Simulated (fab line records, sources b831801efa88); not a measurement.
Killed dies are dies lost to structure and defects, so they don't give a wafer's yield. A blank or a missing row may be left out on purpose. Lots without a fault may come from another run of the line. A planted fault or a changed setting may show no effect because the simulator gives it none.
Which tool did it? | flow sky130 | 14 lots, 42 wafers sampled, at 3 steps of a route of 708

WHAT THE GAUGES READ, wafer by wafer
SKY_CONTACT_BOW_MEAS_05. Usual: CONTACT_BOW 82 um, standard deviation 7.6.
lot  | measured     | on            | CONTACT_BOW (um) | flag
L299 | day 30 21:10 | film_metro-04 | 88 86 91         |
L300 | day 30 23:09 | film_metro-02 | 90 84 87         |
L301 | day 31 12:20 | film_metro-02 | 86 82 76         |
L302 | day 31 16:19 | film_metro-04 | 74 78 80         |
L304 | day 32 10:35 | film_metro-03 | 81 86 70         |
L305 | day 33 03:16 | film_metro-03 | 86 78 84         |
L306 | day 33 08:52 | film_metro-03 | 80 86 73         |
L307 | day 33 10:17 | film_metro-02 | 84 63 71         |
L309 | day 34 05:13 | film_metro-03 | 78 69 90         |
L311 | day 34 16:27 | film_metro-03 | 108 87 85        |
L313 | day 35 08:22 | film_metro-03 | 93 82 82         |
L319 | day 37 04:56 | film_metro-02 | 89 89 83         |
L320 | day 37 14:34 | film_metro-04 | 86 83 81         |
L322 | day 38 03:25 | film_metro-02 | 81 86 79         |

WHICH TOOL RAN EACH LOT (tool, then ch and the chambers of the sampled wafers, then the start)
lot  | SKY_VT_ADJUST_HVTR_EXPOSE_04        | SKY_LDD_HVN_STRIP_09
L299 | iline_stepper-02 ch 0, day 9 04:08  | plasma_asher-03 ch 1, day 20 15:30
L300 | iline_stepper-02 ch 0, day 9 09:35  | plasma_asher-01 ch 0,1, day 20 16:03
L301 | iline_stepper-01 ch 0, day 9 16:44  | plasma_asher-01 ch 0,1, day 21 08:36
L302 | iline_stepper-01 ch 0, day 9 23:36  | plasma_asher-01 ch 0,1, day 21 12:35
L304 | iline_stepper-01 ch 0, day 10 12:40 | plasma_asher-03 ch 0,1, day 22 10:50
L305 | iline_stepper-01 ch 0, day 10 23:43 | plasma_asher-03 ch 0,1, day 22 22:05
L306 | iline_stepper-02 ch 0, day 11 07:10 | plasma_asher-03 ch 1, day 23 08:03
L307 | iline_stepper-01 ch 0, day 11 11:53 | plasma_asher-03 ch 0, day 23 11:57
L309 | iline_stepper-01 ch 0, day 12 01:52 | plasma_asher-01 ch 0,1, day 24 04:26
L311 | iline_stepper-02 ch 0, day 12 16:29 | plasma_asher-04 ch 0,1, day 24 23:26
L313 | iline_stepper-01 ch 0, day 13 06:26 | plasma_asher-01 ch 0,1, day 25 13:09
L319 | iline_stepper-02, day 15 07:04      | plasma_asher-01 ch 0,1, day 27 17:23
L320 | iline_stepper-02, day 15 12:20      | plasma_asher-03 ch 0,1, day 28 01:09
L322 | iline_stepper-01 ch 0, day 16 01:47 | plasma_asher-03 ch 0,1, day 28 17:18
- SKY_VT_ADJUST_HVTR_EXPOSE_04: exposes mask HVTRM, target cd 380 nm.
- SKY_LDD_HVN_STRIP_09: strips in O2/N2.

WHAT THE TOOLS THEMSELVES READ (means of the sampled wafers that have a number; where no wafer has one, the mark that the record gives instead)
SKY_VT_ADJUST_HVTR_EXPOSE_04. Usual: exposure_dose_mJ_cm2 149.99, standard deviation 0.15; focus_offset_nm 0.0 nm, standard deviation 0.46.
lot  | tool             | exposure_dose_mJ_cm2 | focus_offset_nm (nm) | flag
L299 | iline_stepper-02 | 149.93               | -0.1                 |
L300 | iline_stepper-02 | 149.88               | 0.0                  |
L301 | iline_stepper-01 | 150.13               | 0.4                  |
L302 | iline_stepper-01 | 150.12               | -0.0                 |
L304 | iline_stepper-01 | 149.75               | 0.1                  |
L305 | iline_stepper-01 | 150.09               | -0.3                 |
L306 | iline_stepper-02 | 150.00               | -0.2                 |
L307 | iline_stepper-01 | 149.80               | 0.2                  |
L309 | iline_stepper-01 | 150.03               | -0.3                 |
L311 | iline_stepper-02 | 150.04               | 0.1                  |
L313 | iline_stepper-01 | 149.86               | 0.3                  |
L319 | iline_stepper-02 | -                    | -                    | OFF
L320 | iline_stepper-02 | -                    | -                    | OFF
L322 | iline_stepper-01 | 150.22               | 0.5                  |

SKY_LDD_HVN_STRIP_09. Usual: chamber_pressure_mTorr 1499.9 mTorr, standard deviation 1.5; drypump_motor_current_A 5.9 A, standard deviation 0.31; oes_product_au 0.409 a.u., standard deviation 0.0046; strip_time_to_endpoint_s 4.131 s, standard deviation 0.014.
lot  | tool            | chamber_pressure_mTorr (mTorr) | drypump_motor_current_A (A) | oes_product_au (a.u.) | strip_time_to_endpoint_s (s) | flag
L299 | plasma_asher-03 | 1499.7                         | 5.9                         | 0.411                 | 4.115                        |
L300 | plasma_asher-01 | 1499.9                         | 5.9                         | 0.411                 | 4.122                        |
L301 | plasma_asher-01 | 1499.3                         | 5.7                         | 0.407                 | 4.136                        |
L302 | plasma_asher-01 | 1500.0                         | 6.0                         | 0.409                 | 4.121                        |
L304 | plasma_asher-03 | 1500.5                         | 5.7                         | 0.407                 | 4.138                        |
L305 | plasma_asher-03 | 1499.3                         | 5.7                         | 0.413                 | 4.125                        |
L306 | plasma_asher-03 | 1500.3                         | 6.0                         | 0.412                 | 4.121                        |
L307 | plasma_asher-03 | 1499.5                         | 5.6                         | 0.410                 | 4.122                        |
L309 | plasma_asher-01 | 1500.8                         | 6.0                         | 0.405                 | 4.128                        |
L311 | plasma_asher-04 | 1499.3                         | 6.1                         | 0.416                 | 4.127                        |
L313 | plasma_asher-01 | 1499.4                         | 5.7                         | 0.406                 | 4.130                        |
L319 | plasma_asher-01 | 1500.2                         | 6.0                         | 0.410                 | 4.140                        |
L320 | plasma_asher-03 | 1500.5                         | 5.9                         | 0.409                 | 4.138                        |
L322 | plasma_asher-03 | 1499.8                         | 5.8                         | 0.409                 | 4.118                        |

THE ANSWER, worked out from the rows above alone
Rule: a lot is off if the mean of its wafers that have a number lies more than 3 standard deviations from the usual mean. A lot without any number at a reading at which 4 lots or more have one is off too. The other lots that the step has rows for count as sound. The gauges are gone through in route order, then the tools' own readings, and for those a lot's mean is taken as printed above. The first step at which some lot is off is used, and at that step the reading that is off furthest; a lot without a number counts as furthest.
Off: L319, L320, at SKY_VT_ADJUST_HVTR_EXPOSE_04 (exposure_dose_mJ_cm2). Without a number there: L319, L320.
A tool fits if, at that step or a process step before it, it ran every lot that is off, and no sound lot after the first of them. One fits: iline_stepper-02 at SKY_VT_ADJUST_HVTR_EXPOSE_04. Its last sound lot is L311 (day 12 16:29), its first lot that is off L319 (day 15 07:04): a fault that began between those two fits.
Blank at SKY_VT_ADJUST_HVTR_EXPOSE_04 on the lots that are off, where sound lots have numbers: exposure_dose_mJ_cm2, focus_offset_nm.

WHAT THE SIMULATOR HAD PUT IN
Skipped step whole: iline_stepper-02, from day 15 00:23 on, at SKY_VT_ADJUST_HVTR_EXPOSE_04. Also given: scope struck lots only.
Lots struck among those shown: L319, L320. The rule above found the same.
